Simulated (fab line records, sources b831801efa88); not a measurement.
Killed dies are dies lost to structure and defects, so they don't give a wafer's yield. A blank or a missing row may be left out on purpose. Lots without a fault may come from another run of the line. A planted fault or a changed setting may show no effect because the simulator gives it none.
fab line records | flow sky130 | part 2 of 2: steps 33 to 42 of 42
record lots=5 wafers=15 last_day=49
route steps=708 shown CAP2M@620 METAL4@621 VIA4@639 METAL5@661
lots that met no fault: from a run of the same line without faults
start_h: hours from the record's first day to the start of the lot's first wafer shown | wait_h: hours since the lot's step before | " the same as in the row above | L1.1+2: a row that stands for several wafers | - no value, or no start given | * or withheld: withheld | < > ~ a bound
route shown NAME@n: a module of which the file shows steps, and the number in the route of the first | usual: mean/standard deviation of fault-free wafers | same: alike in all rows | chamber/n: place in a boat | sites: the reading at each site | _std_site: their standard deviation | _edge_site: outer sites' mean less inner sites' | radius_mm: how far each site lies from the wafer's centre | mask NAME#n: copy n | behind: the tool/chamber that last shaped the wafer | hold: why the lot was held/for how many hours/how that ended | device: the transistor (n, p or np) that didn't switch | end of line: the same wafers' tests at the end of the route | a step without rows: its recipe alone | killed: dies lost to structure and defects at the first sort, not the wafer's yield | map: a wafer's dies, x killed, . not, _ none there
set.NAME: the setting as run; set.NAME@STEP: as run at that earlier step | model.NAME: the simulator's own value behind a step, which no gauge read
lots at some steps of the route; a table a step, a row a wafer
services: from which hour (start_h, from the record's first day; less than 0 if before it) a tool's chamber was out of use, for how many hours, and why
## steps
# step SKY_VIA4_STRIP_13
# recipe chemistry=O2/N2 power_w=1400 pressure_mtorr=1500 platen_temp_c=withheld o2_flow_sccm=3000 n2_flow_sccm=300 overash_fraction=0.5
# usual drypump_motor_current_A=5.8/0.41 oes_product_au=0.709/0.0045 strip_time_to_endpoint_s=12.805/0.028
# columns lot.wafer tool chamber start_h wait_h drypump_motor_current_A oes_product_au rf_hours_counter_h strip_time_to_endpoint_s
L074.1 plasma_asher-01 0 1006.19 - 5.0 0.709 57 12.781
L074.3 " 1 " " 5.9 0.713 - 12.848
L074.5 " 0 " " 5.0 0.720 - 12.817
L075.1 plasma_asher-04 0 1013.80 - 6.2 0.715 116 12.832
L075.3 " 0 " " 6.2 0.706 - 12.826
L075.5 " 1 " " 6.1 0.710 - 12.810
L084.1 plasma_asher-04 1 1070.44 - 6.1 0.706 1 12.791
L084.2 " 0 " " 6.2 0.700 1 12.707
L084.6 " 1 " " 6.1 0.709 - 12.757
L087.1 plasma_asher-04 0 1087.60 - 6.2 0.699 2 12.818
L087.3 " 1 " " 6.1 0.706 - 12.813
L087.5 " 0 " " 6.2 0.708 - 12.803
L092.2 plasma_asher-04 0 1116.69 - 6.2 0.707 5 12.828
L092.4 " 0 " " 6.2 0.702 - 12.767
L092.5 " 0 " " 6.2 0.709 - 12.820
# step SKY_VIA4_STRIP_14
# recipe chemistry=post_etch_residue_remover time_s=1200 temp_c=72.5
# columns lot.wafer tool chamber start_h wait_h
L074.1+3+5 wet_bench-03 1 1006.29 0.1
L075.1+3+5 wet_bench-03 3 1013.90 0.1
L084.1+2+6 wet_bench-03 1 1070.54 0.1
L087.1+3+5 wet_bench-04 2 1087.70 0.1
L092.2+4+5 wet_bench-01 3 1116.79 0.1
# step SKY_VIA4_CLEAN_15
# recipe chemistry=IPA time_s=180 temp_c=25
# columns lot.wafer tool chamber start_h wait_h
L074.1+3+5 wet_bench-03 1 1006.63 0.0
L075.1+3+5 wet_bench-01 0 1014.25 0.0
L084.1+2+6 wet_bench-04 0 1070.91 0.0
L087.1+3+5 wet_bench-03 3 1088.05 0.0
L092.2+4+5 wet_bench-04 1 1117.13 0.0
# step SKY_VIA4_CLEAN_16
# recipe chemistry=O3/DIW dry=n2_spin
# columns lot.wafer tool chamber start_h wait_h
L074.1+3+5 wet_bench-03 1 1006.69 0.0
L075.1+3+5 wet_bench-04 0 1014.30 0.0
L084.1+2+6 wet_bench-01 3 1070.98 0.0
L087.1+3+5 wet_bench-01 3 1088.10 0.0
L092.2+4+5 wet_bench-03 1 1117.19 0.0
# step SKY_VIA4_SPUTTER_17
# recipe material=TiN target_thk_nm=20 chamber_pressure_pa=5 power_w=4000 time_s=80
# usual cathode_dc_power_W=3999.9/0.82 throttle_valve_pct=30.2/0.88
# columns lot.wafer tool chamber start_h wait_h cathode_dc_power_W throttle_valve_pct
L074.1 pvd_sputter-01 - 1006.78 0.0 4000.3 30.0
L074.3 " - " " 4000.3 30.9
L074.5 " - " " 4001.2 27.9
L075.1 pvd_sputter-03 - 1014.40 0.0 4000.1 31.4
L075.3 " - " " 4000.1 29.3
L075.5 " - " " 3999.0 30.6
L084.1 pvd_sputter-03 - 1071.07 0.0 4000.3 30.4
L084.2 " - " " 3999.1 31.5
L084.6 " - " " 3999.0 31.4
L087.1 pvd_sputter-03 - 1088.20 0.0 4000.2 30.3
L087.3 " - " " 3999.2 30.8
L087.5 " - " " 4001.2 30.6
L092.2 pvd_sputter-03 - 1117.28 0.0 4000.6 31.1
L092.4 " - " " 3999.3 29.4
L092.5 " - " " 4001.6 30.9
# step SKY_VIA4_CVD_18
# recipe material=W target_thk_nm=505 time_s=152.14 temp_c=400 pressure_torr=40
# usual heater_power_w=964/84
# columns lot.wafer tool chamber start_h wait_h heater_power_w
L074.1 cvd_w-01 0 1006.84 0.0 927
L074.3 " 1 " " 792
L074.5 " 0 " " 942
L075.1 cvd_w-02 0 1014.46 0.0 1016
L075.3 " 1 " " 1017
L075.5 " 1 " " 997
L084.1 cvd_w-01 0 1071.13 0.0 946
L084.2 " 1 " " 812
L084.6 " 0 " " 936
L087.1 cvd_w-02 0 1088.26 0.0 1038
L087.3 " 0 " " 1007
L087.5 " 0 " " 1018
L092.2 cvd_w-02 0 1117.34 0.0 1034
L092.4 " 0 " " 1010
L092.5 " 1 " " 1027
# step SKY_VIA4_RS_MEAS_19
# recipe thk_meas_gauge=four-point-probe reads=W_of_VIA4_CVD_18+TiN_of_VIA4_SPUTTER_17
# usual VIA4_W_RS=0.2250/0.0024
# columns lot.wafer tool chamber start_h wait_h VIA4_W_RS[ohm/sq]
L074.1 film_metro-03 - 1006.99 0.1 0.2215
L074.3 " - " " 0.2255
L074.5 " - " " 0.2203
L075.1 film_metro-01 - 1014.61 0.1 0.2228
L075.3 " - " " 0.2210
L075.5 " - " " 0.2197
L084.1 film_metro-02 - 1071.28 0.1 0.2256
L084.2 " - " " 0.2253
L084.6 " - " " 0.2231
L087.1 film_metro-02 - 1088.41 0.1 0.2262
L087.3 " - " " 0.2254
L087.5 " - " " 0.2284
L092.2 film_metro-01 - 1117.52 0.1 0.2248
L092.4 " - " " 0.2239
L092.5 " - " " 0.2223
# step SKY_VIA4_THK_MEAS_20
# recipe thk_meas_gauge=xrf reads=W_of_VIA4_CVD_18
# usual VIA4_W_THK=510/7
# columns lot.wafer tool chamber start_h wait_h VIA4_W_THK[nm]
L074.1 film_metro-03 - 1007.11 0.1 511
L074.3 " - " " 501
L074.5 " - " " 517
L075.1 film_metro-01 - 1014.73 0.1 524
L075.3 " - " " 529
L075.5 " - " " 526
L084.1 film_metro-02 - 1071.40 0.1 507
L084.2 " - " " 507
L084.6 " - " " 513
L087.1 film_metro-02 - 1088.53 0.1 506
L087.3 " - " " 507
L087.5 " - " " 499
L092.2 film_metro-01 - 1117.63 0.1 505
L092.4 " - " " 509
L092.5 " - " " 517
# step SKY_VIA4_CMP_21
# recipe stop_on=SiO2 t_overpolish_s=25 down_force_psi=3.5 platen_rpm=60 target_thk_nm=0 pad_velocity_m_s=0.94248
# usual motor_current_A=11.6/1.1 overpolish_run_s=25.000/0.0088 time_to_endpoint_s=123/3.7
# columns lot.wafer tool chamber start_h wait_h motor_current_A overpolish_run_s time_to_endpoint_s
L074.1 cmp-02 0 1007.17 0.1 12.3 25.001 123
L074.3 " 1 " " 11.3 25.021 123
L074.5 " 0 " " 12.7 24.994 122
L075.1 cmp-02 0 1014.79 0.1 12.4 25.008 121
L075.3 " 1 " " 11.1 24.994 125
L075.5 " 0 " " 12.3 24.999 128
L084.2 cmp-02 2 1071.46 0.0 13.2 24.999 122
L084.1 " 0 " " 12.7 24.994 125
L084.6 " 3 " " 10.9 24.995 130
L087.1 cmp-01 2 1088.64 0.1 10.4 24.989 122
L087.3 " 0 " " 12.7 24.989 121
L087.5 " 2 " " 10.6 25.014 120
L092.2 cmp-01 0 1117.78 0.1 13.3 25.008 126
L092.4 " 1 " " 11.1 25.002 127
L092.5 " 2 " " 10.2 25.013 126
# step SKY_METAL5_SPUTTER_00
# recipe material=Ti target_thk_nm=15 power_w=3000 time_s=10 chamber_pressure_pa=0.4
# usual cathode_dc_power_W=3000.0/0.53 throttle_valve_pct=30.0/0.96
# columns lot.wafer tool chamber start_h wait_h cathode_dc_power_W throttle_valve_pct
L074.1 pvd_sputter-04 - 1007.47 0.2 2999.4 30.4
L074.3 " - " " 3000.6 30.1
L074.5 " - " " 3000.8 29.7
L075.1 pvd_sputter-03 - 1015.09 0.2 3000.5 30.2
L075.3 " - " " 2999.0 29.4
L075.5 " - " " 2999.0 31.1
L084.1 pvd_sputter-03 - 1071.76 0.1 3000.0 30.2
L084.2 " - " " 3000.0 31.6
L084.6 " - " " 3000.3 31.3
L087.1 pvd_sputter-03 - 1088.89 0.2 3000.4 30.4
L087.3 " - " " 3000.1 31.5
L087.5 " - " " 2999.4 31.5
L092.2 pvd_sputter-01 - 1117.98 0.1 2999.6 29.1
L092.4 " - " " 2999.9 30.7
L092.5 " - " " 3000.5 27.9
## services
# columns tool chamber start_h hours kind
rie_metal-03 1 934.91 2.4 repair
cmp-01 - 937.70 15.6 repair
krf_scanner-01 - 943.15 1.3 pm
cmp-01 - 943.40 0.6 repair
plasma_asher-04 - 956.48 2.5 repair
krf_scanner-01 - 956.57 1.0 pm
krf_scanner-01 - 964.78 3.5 repair
cmp-01 - 967.69 0.7 repair
cmp-02 - 971.85 2.5 repair
iline_stepper-01 - 976.56 1.7 pm
krf_scanner-01 - 977.83 1.2 repair
rie_metal-02 1 985.47 3.7 repair
cmp-02 - 999.34 0.9 repair
wet_bench-01 - 1006.61 1.6 repair
plasma_asher-04 - 1013.99 21.8 repair
rie_metal-01 - 1016.30 2.8 pm
pvd_sputter-03 - 1032.92 2.4 repair
pvd_sputter-03 - 1033.82 6.5 repair
cmp-02 - 1035.08 5.7 pm
cmp-02 - 1041.41 0.3 repair
plasma_asher-04 - 1055.25 9.0 pm
cmp-02 - 1087.81 4.0 pm
rie_metal-02 0 1091.66 8.4 repair
pvd_sputter-03 - 1117.58 3.7 repair
